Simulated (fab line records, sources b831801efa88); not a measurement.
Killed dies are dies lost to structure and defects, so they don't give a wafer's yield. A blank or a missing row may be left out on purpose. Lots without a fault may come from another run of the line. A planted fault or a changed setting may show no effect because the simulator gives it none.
Which tool did it? | flow gf180mcu | 14 lots, 42 wafers sampled, at 4 steps of a route of 602

WHAT THE GAUGES READ, wafer by wafer
GF_NWELL_OVL_MEAS_07. Usual: NWELL_OVL -0.1 nm, standard deviation 1.3.
lot  | measured    | on         | NWELL_OVL (nm) | flag
L407 | day 3 09:40 | overlay-01 | 0.1 -0.3 -2.0  |
L408 | day 3 13:17 | overlay-01 | 0.6 1.1 0.7    |
L409 | day 3 18:19 | overlay-01 | 2.1 0.4 0.0    |
L410 | day 3 22:28 | overlay-01 | 1.4 0.6 0.1    |
L411 | day 4 04:33 | overlay-01 | -0.6 -1.5 -0.9 |
L412 | day 4 10:36 | overlay-02 | 1.7 -0.9 -0.9  |
L413 | day 4 15:46 | overlay-02 | 0.1 -1.9 0.6   |
L414 | day 4 20:52 | overlay-01 | -0.2 0.3 0.0   |
L415 | day 5 03:12 | overlay-02 | -2.8 -0.1 -0.9 |
L416 | day 5 08:19 | overlay-01 | - - -          | OFF
L417 | day 5 12:48 | overlay-01 | - - -          | OFF
L418 | day 5 21:06 | overlay-01 | -2.2 -0.7 0.2  |
L427 | day 7 22:19 | overlay-02 | -1.9 -1.4 -0.9 |
L430 | day 8 12:48 | overlay-01 | -0.6 -1.1 -1.9 |

GF_LVPWELL_OVL_MEAS_07. Usual: LVPWELL_OVL -0.8 nm, standard deviation 1.2.
lot  | measured    | on         | LVPWELL_OVL (nm) | flag
L407 | day 3 22:46 | overlay-02 | -0.9 -0.8 -1.6   |
L408 | day 4 02:40 | overlay-02 | -0.4 -0.8 -0.4   |
L409 | day 4 07:46 | overlay-02 | -0.6 0.5 0.2     |
L410 | day 4 12:16 | overlay-02 | 0.3 -0.3 -1.7    |
L411 | day 4 17:48 | overlay-02 | 0.3 -2.1 -0.2    |
L412 | day 5 00:33 | overlay-01 | -1.1 0.8 -1.6    |
L413 | day 5 05:59 | overlay-02 | 1.1 0.3 0.9      |
L414 | day 5 11:18 | overlay-02 | -1.6 0.2 -0.8    |
L415 | day 5 17:51 | overlay-01 | -2.6 -3.3 -3.0   |
L416 | day 5 22:55 | overlay-02 | -0.7 0.1 -0.2    |
L417 | day 6 03:09 | overlay-01 | -1.4 -0.4 -0.5   |
L418 | day 6 11:43 | overlay-02 | -4.2 -0.6 0.3    |
L427 | day 8 14:47 | overlay-02 | 0.0 -1.7 0.1     |
L430 | day 9 06:33 | overlay-01 | -0.2 -1.4 0.8    |

GF_VT_IMPLANT_OVL_MEAS_29. Usual: VT_IMPLANT_02_OVL -0.1 nm, standard deviation 1.4.
lot  | measured     | on         | VT_IMPLANT_02_OVL (nm) | flag
L407 | day 6 23:25  | overlay-02 | 0.5 0.7 2.1            |
L408 | day 7 03:58  | overlay-02 | -1.3 -1.0 -0.8         |
L409 | day 7 09:52  | overlay-01 | 2.0 0.6 3.5            |
L410 | day 7 13:32  | overlay-02 | -2.0 -0.5 -1.7         |
L411 | day 7 22:43  | overlay-01 | -0.7 -1.7 -0.8         |
L412 | day 8 06:09  | overlay-01 | -1.3 0.5 0.0           |
L413 | day 8 12:05  | overlay-01 | 0.1 0.5 1.6            |
L414 | day 8 17:28  | overlay-02 | 0.7 0.4 0.4            |
L415 | day 9 00:42  | overlay-02 | 0.1 0.0 -0.3           |
L416 | day 9 06:29  | overlay-02 | 0.9 -1.3 1.0           |
L417 | day 9 12:00  | overlay-02 | -0.3 -1.2 -0.6         |
L418 | day 9 22:57  | overlay-02 | 2.9 -0.4 2.4           |
L427 | day 12 09:31 | overlay-01 | -1.0 -1.5 -3.7         |
L430 | day 13 05:39 | overlay-01 | 1.9 2.1 0.7            |

WHICH TOOL RAN EACH LOT (tool, then ch and the chambers of the sampled wafers, then the start)
lot  | GF_NWELL_DEVELOP_06
L407 | litho_track-02 ch 0, day 3 09:00
L408 | litho_track-03 ch 0, day 3 13:00
L409 | litho_track-01 ch 0, day 3 18:00
L410 | litho_track-02 ch 0, day 3 22:00
L411 | litho_track-01 ch 0, day 4 04:00
L412 | litho_track-02 ch 0, day 4 10:00
L413 | litho_track-01 ch 0, day 4 15:00
L414 | litho_track-03 ch 0, day 4 20:00
L415 | litho_track-01 ch 0, day 5 03:00
L416 | litho_track-02, day 5 08:00
L417 | litho_track-02, day 5 12:00
L418 | litho_track-02 ch 0, day 5 20:00
L427 | litho_track-02 ch 0, day 7 22:00
L430 | litho_track-02 ch 0, day 8 12:00
- GF_NWELL_DEVELOP_06: develop time 60 s.

WHAT THE TOOLS THEMSELVES READ (means of the sampled wafers that have a number; where no wafer has one, the mark that the record gives instead)
GF_NWELL_DEVELOP_06. Usual: chill_plate_temp_C 23.01 C, standard deviation 0.11.
lot  | tool           | chill_plate_temp_C (C) | flag
L407 | litho_track-02 | 22.85                  |
L408 | litho_track-03 | 22.85                  |
L409 | litho_track-01 | 23.02                  |
L410 | litho_track-02 | 23.03                  |
L411 | litho_track-01 | 22.95                  |
L412 | litho_track-02 | 23.09                  |
L413 | litho_track-01 | 23.11                  |
L414 | litho_track-03 | 23.06                  |
L415 | litho_track-01 | 23.01                  |
L416 | litho_track-02 | -                      | OFF
L417 | litho_track-02 | -                      | OFF
L418 | litho_track-02 | 22.86                  |
L427 | litho_track-02 | 23.05                  |
L430 | litho_track-02 | 23.12                  |

THE ANSWER, worked out from the rows above alone
Rule: a lot is off if the mean of its wafers that have a number lies more than 3 standard deviations from the usual mean. A lot without any number at a reading at which 4 lots or more have one is off too. The other lots that the step has rows for count as sound. The gauges are gone through in route order, then the tools' own readings, and for those a lot's mean is taken as printed above. The first step at which some lot is off is used, and at that step the reading that is off furthest; a lot without a number counts as furthest.
Off: L416, L417, at GF_NWELL_OVL_MEAS_07 (NWELL_OVL). Without a number there: L416, L417.
A tool fits if, at a process step before that reading, it ran every lot that is off, and no sound lot after the first of them. The gauges at GF_NWELL_OVL_MEAS_07 aren't tried: what is off there is off at GF_NWELL_DEVELOP_06 too, on other tools, and a gauge's error can't cause that. None of those tried fits.

WHAT THE SIMULATOR HAD PUT IN
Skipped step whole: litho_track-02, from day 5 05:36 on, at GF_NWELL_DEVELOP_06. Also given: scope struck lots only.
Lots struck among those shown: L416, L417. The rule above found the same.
